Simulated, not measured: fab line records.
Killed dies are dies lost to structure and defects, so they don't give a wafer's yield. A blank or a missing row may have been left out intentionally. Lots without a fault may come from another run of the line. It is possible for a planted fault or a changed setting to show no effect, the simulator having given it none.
The tool behind it: which one? + flow sky130 + 14 lots, 42 wafers sampled, at 2 steps of a route of 708

== WHAT THE GAUGES SHOWED, per wafer ==
Not one reading of a measure or inspect step in the record can be checked against a usual standard deviation.

== WHICH TOOL RAN EACH LOT (tool, then ch and the chambers of the sampled wafers, then the start) ==
| lot  | SKY_POLY_GATE_ETCH_17            | SKY_POLY_GATE_STRIP_18               |
|------|----------------------------------|--------------------------------------|
| L464 | rie-si-02 ch 2,3, day 16 02:13   | plasma-asher-02 ch 0,1, day 16 02:18 |
| L465 | rie-si-01 ch 1,3, day 16 15:49   | plasma-asher-04 ch 0,1, day 16 15:52 |
| L466 | rie-si-02 ch 0,1,2, day 17 03:05 | plasma-asher-03 ch 0,1, day 17 03:08 |
| L471 | rie-si-01 ch 0,2,3, day 19 06:16 | plasma-asher-03 ch 0,1, day 19 06:21 |
| L472 | rie-si-02 ch 0,1, day 19 15:34   | plasma-asher-02 ch 0, day 19 15:37   |
| L473 | rie-si-01 ch 1,3, day 19 18:04   | plasma-asher-02 ch 0,1, day 19 18:07 |
| L474 | rie-si-02 ch 0,2,3, day 20 01:35 | plasma-asher-02 ch 0,1, day 20 01:38 |
| L478 | rie-si-02 ch 0,2,3, day 21 19:50 | plasma-asher-02 ch 0,1, day 21 19:53 |
| L481 | rie-si-01 ch 0,2,3, day 22 23:02 | plasma-asher-04 ch 0,1, day 22 23:05 |
| L483 | rie-si-01 ch 0,1,2, day 23 11:34 | plasma-asher-02 ch 0,1, day 23 11:37 |
| L484 | rie-si-02 ch 0,1,3, day 23 22:25 | plasma-asher-02 ch 0,1, day 23 22:28 |
| L485 | rie-si-01 ch 1,2,3, day 24 07:19 | plasma-asher-04 ch 0,1, day 24 07:24 |
| L486 | rie-si-02 ch 1,2, day 24 09:43   | plasma-asher-03 ch 0,1, day 24 09:48 |
| L487 | rie-si-01 ch 1,2,3, day 24 19:37 | plasma-asher-03 ch 0,1, day 24 19:40 |
- SKY_POLY_GATE_ETCH_17: etches poly-Si in HBr/Cl2, stops on SiO2, target depth 180 nm, time 70.5 s.
- SKY_POLY_GATE_STRIP_18: strips in O2/N2.

== AS READ BY THE TOOLS THEMSELVES (means over the sampled wafers that have a number; for cases with no such wafer, the mark the record gives instead) ==
SKY_POLY_GATE_ETCH_17. Usual: drypump-motor-current-A 5.8 A, standard deviation 0.7; oes-product-au 0.983 a.u., standard deviation 0.0078; throttle-valve-pct 33.683 %, standard deviation 0.0088.
| lot  | tool      | drypump-motor-current-A (A) | oes-product-au (a.u.) | throttle-valve-pct (%) | flag |
|------|-----------|-----------------------------|-----------------------|------------------------|------|
| L464 | rie-si-02 | 5.6                         | 0.986                 | 33.683                 |      |
| L465 | rie-si-01 | 5.8                         | 0.987                 | 33.688                 |      |
| L466 | rie-si-02 | 6.1                         | 0.985                 | 33.676                 |      |
| L471 | rie-si-01 | 5.6                         | 0.993                 | 33.683                 |      |
| L472 | rie-si-02 | 6.1                         | 0.972                 | 33.683                 |      |
| L473 | rie-si-01 | 5.4                         | 0.995                 | 33.682                 |      |
| L474 | rie-si-02 | 5.6                         | 0.978                 | 33.690                 |      |
| L478 | rie-si-02 | 5.6                         | 0.981                 | 33.682                 |      |
| L481 | rie-si-01 | 5.6                         | 0.990                 | 33.683                 |      |
| L483 | rie-si-01 | 6.0                         | 0.980                 | 33.680                 |      |
| L484 | rie-si-02 | 5.7                         | 0.983                 | 33.678                 |      |
| L485 | rie-si-01 | 6.0                         | 0.986                 | 33.693                 |      |
| L486 | rie-si-02 | 6.5                         | 0.976                 | 33.683                 |      |
| L487 | rie-si-01 | 6.0                         | 0.986                 | 33.680                 |      |

SKY_POLY_GATE_STRIP_18. Usual: drypump-motor-current-A 5.9 A, standard deviation 0.53; o2-flow-sccm 2997 sccm, standard deviation 13; oes-product-au 0.361 a.u., standard deviation 0.0049; strip-time-to-endpoint-s 3.18 s, standard deviation 0.032.
| lot  | tool            | drypump-motor-current-A (A) | o2-flow-sccm (sccm) | oes-product-au (a.u.) | strip-time-to-endpoint-s (s) | flag |
|------|-----------------|-----------------------------|---------------------|-----------------------|------------------------------|------|
| L464 | plasma-asher-02 | 6.0                         | 3001                | 0.359                 | 3.18                         |      |
| L465 | plasma-asher-04 | 6.2                         | 2993                | 0.360                 | 3.18                         |      |
| L466 | plasma-asher-03 | 5.8                         | 3003                | 0.364                 | 3.19                         |      |
| L471 | plasma-asher-03 | 5.7                         | 2996                | 0.325                 | 2.42                         | OFF  |
| L472 | plasma-asher-02 | 6.4                         | 2955                | 0.362                 | 3.19                         | OFF  |
| L473 | plasma-asher-02 | 6.0                         | 3003                | 0.331                 | 2.41                         | OFF  |
| L474 | plasma-asher-02 | 6.0                         | 3009                | 0.360                 | 3.20                         |      |
| L478 | plasma-asher-02 | 6.0                         | 2999                | 0.360                 | 3.16                         |      |
| L481 | plasma-asher-04 | 6.2                         | 2986                | 0.358                 | 3.16                         |      |
| L483 | plasma-asher-02 | 5.9                         | 2990                | 0.361                 | 3.16                         |      |
| L484 | plasma-asher-02 | 5.5                         | 3001                | 0.360                 | 3.19                         |      |
| L485 | plasma-asher-04 | 6.2                         | 2993                | 0.366                 | 3.22                         |      |
| L486 | plasma-asher-03 | 5.8                         | 3003                | 0.362                 | 3.21                         |      |
| L487 | plasma-asher-03 | 5.8                         | 2999                | 0.360                 | 3.19                         |      |

== THE ANSWER, worked out from the rows above alone ==
Rule: a lot counts as off when the mean over its wafers that have a number is more than 3 standard deviations away from the usual mean. Also off: a lot with no number at a reading for which 4 or more lots have one. The other lots that the step has rows for count as sound. The gauges are gone through in route order, then the tools' own readings, and for those a lot's mean is taken as printed above. At the first step where some lot is off, the reading lying furthest off is the one used; lots without a number count as furthest.
Off at SKY_POLY_GATE_STRIP_18 (strip-time-to-endpoint-s): L471, L473.
If a tool, at that step or one of the process steps before it, ran each lot that is off and ran no sound lot following the first of them, it fits. Of those tried, none fits.

== WHAT THE SIMULATOR HAD PUT IN ==
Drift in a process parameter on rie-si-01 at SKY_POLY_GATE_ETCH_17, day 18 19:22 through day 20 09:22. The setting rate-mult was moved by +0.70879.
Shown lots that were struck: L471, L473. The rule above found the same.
